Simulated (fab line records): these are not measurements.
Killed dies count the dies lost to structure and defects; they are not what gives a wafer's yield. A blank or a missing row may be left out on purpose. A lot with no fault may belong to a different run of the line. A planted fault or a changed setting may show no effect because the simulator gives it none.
Matching of chambers ; flow sky130 ; SKY_VIA3_ETCH_15 on rie_diel-03: 4 sister chambers
The step etches SiO2 in C4F8/O2/Ar, stops on TiN, target depth 507 nm, time 78 s. 8 wafers are shown with their chamber, then 8 later ones without.

EACH WAFER AND ITS CHAMBER
wafer;chamber;chamber_pressure_mTorr (mTorr);oes_product_au (a.u.)
L616.4;1;39.98;0.956
L619.3;1;39.99;0.958
L623.1;3;40.02;0.954
L623.3;0;40.02;0.942
L629.1;0;40.00;0.946
L629.4;2;40.02;0.944
L629.6;3;39.97;0.941
L630.3;2;40.01;0.953

WAFERS WITHOUT THEIR CHAMBER
wafer;chamber_pressure_mTorr (mTorr);oes_product_au (a.u.)
L630.5;39.98;0.940
L630.6;40.02;0.945
L634.1;40.03;0.944
L634.3;39.98;0.958
L634.4;39.98;0.939
L637.4;40.03;0.949
L637.5;40.01;0.946
L637.6;40.02;0.942

CHAMBER TAKEN BY EACH
wafer;from the rows above;in truth
L630.5;can't be placed: 3 or 0 or 2 or 1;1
L630.6;can't be placed: 0 or 2 or 3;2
L634.1;can't be placed: 0 or 2 or 3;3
L634.3;can't be placed: 1 or 3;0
L634.4;can't be placed: 3 or 0 or 2 or 1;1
L637.4;can't be placed: 2 or 0 or 3 or 1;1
L637.5;can't be placed: 0 or 2 or 3 or 1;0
L637.6;can't be placed: 0 or 2 or 3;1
Correctly placed: 0 of 8. Unplaceable from these rows: 8, with the true chamber sitting among the candidates in 6. Wrongly placed: 0.
How it was worked out, from the rows above alone: a wafer's distance from a chamber is the root of the sum, over the readings, of the square of ((its reading less the chamber's mean) divided by the reading's scatter). The wafer belongs to the nearest chamber; if the next one is less than 2 further off, it can't be placed. For every chamber, the mean is computed from those of its wafers that are shown. The scatter: the root of (the sum of the squares of (reading less its chamber's mean) over the shown wafers, divided by (wafers less chambers)).
